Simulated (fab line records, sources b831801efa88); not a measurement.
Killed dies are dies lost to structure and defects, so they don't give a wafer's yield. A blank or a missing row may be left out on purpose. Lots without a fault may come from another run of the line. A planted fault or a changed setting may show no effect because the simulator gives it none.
Chamber matching | flow gf180mcu | GF_V4_CMP_26 on cmp-01: 4 sister chambers
The step polishes, stops on SiO2, t overpolish 15 s, target thk 0 nm. 20 wafers are shown with their chamber, then 10 later ones without.

WAFERS WITH THEIR CHAMBER
wafer  | chamber | motor_current_A (A) | time_to_endpoint_s (s) | overpolish_run_s (s)
L077.1 | 3       | 9.3                 | 81.8                   | 15.016
L077.2 | 1       | 10.3                | 83.2                   | 15.006
L077.5 | 2       | 11.6                | 81.3                   | 14.983
L079.1 | 1       | 9.6                 | 82.3                   | 14.998
L079.3 | 0       | 11.7                | 88.3                   | 14.986
L079.6 | 2       | 11.1                | 87.3                   | 15.016
L086.1 | 2       | 11.9                | 88.4                   | 15.019
L086.2 | 1       | 9.5                 | 88.2                   | 15.004
L086.5 | 0       | 13.0                | 91.8                   | 15.005
L087.2 | 1       | 10.3                | 90.2                   | 14.995
L087.3 | 0       | 11.4                | 91.8                   | 14.994
L087.5 | 1       | 9.7                 | 85.6                   | 14.998
L088.1 | 1       | 10.0                | 87.4                   | 15.013
L088.5 | 0       | 11.6                | 90.4                   | 14.993
L088.6 | 1       | 9.6                 | 88.2                   | 14.994
L089.1 | 1       | 10.0                | 84.1                   | 15.002
L089.2 | 2       | 11.2                | 81.5                   | 15.000
L089.6 | 3       | 9.4                 | 85.7                   | 15.020
L090.1 | 3       | 9.7                 | 86.6                   | 15.012
L090.2 | 1       | 9.7                 | 83.5                   | 15.009

SIGNATURES (means of the wafers above)
reading            | chamber 0 | chamber 1 | chamber 2 | chamber 3 | scatter within a chamber
motor_current_A    | 11.925    | 9.856     | 11.450    | 9.467     | 0.42
time_to_endpoint_s | 90.575    | 85.856    | 84.625    | 84.700    | 2.78
overpolish_run_s   | 14.99450  | 15.00211  | 15.00450  | 15.01600  | 0.00928
Rule: a wafer's distance from a chamber is the root of the sum, over the readings, of the square of ((its reading less the chamber's mean) divided by the reading's scatter). The wafer belongs to the nearest chamber; if the next one is less than 2 further off, it can't be placed. The scatter: the root of (the sum of the squares of (reading less its chamber's mean) over the shown wafers, divided by (wafers less chambers)).

WAFERS WITHOUT THEIR CHAMBER
wafer  | motor_current_A (A) | time_to_endpoint_s (s) | overpolish_run_s (s)
L090.6 | 9.3                 | 83.5                   | 14.992
L092.1 | 9.7                 | 84.2                   | 14.990
L092.2 | 9.4                 | 84.8                   | 15.003
L092.4 | 11.3                | 83.8                   | 15.003
L094.2 | 11.8                | 87.5                   | 15.000
L094.3 | 11.1                | 84.1                   | 14.999
L094.6 | 9.6                 | 84.9                   | 15.009
L097.1 | 10.0                | 83.0                   | 15.005
L097.2 | 11.3                | 82.1                   | 14.990
L097.4 | 11.9                | 84.5                   | 14.996

WHICH CHAMBER EACH WENT THROUGH
wafer  | from the rows above     | in truth
L090.6 | can't be placed: 1 or 3 | 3
L092.1 | can't be placed: 1 or 3 | 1
L092.2 | can't be placed: 1 or 3 | 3
L092.4 | 2                       | 2
L094.2 | can't be placed: 0 or 2 | 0
L094.3 | 2                       | 2
L094.6 | can't be placed: 3 or 1 | 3
L097.1 | can't be placed: 1 or 3 | 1
L097.2 | can't be placed: 2 or 0 | 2
L097.4 | can't be placed: 2 or 0 | 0
Placed correctly: 2 of 10. Can't be placed from these rows: 8 (the true chamber is among the candidates in 8). Placed wrongly: 0.
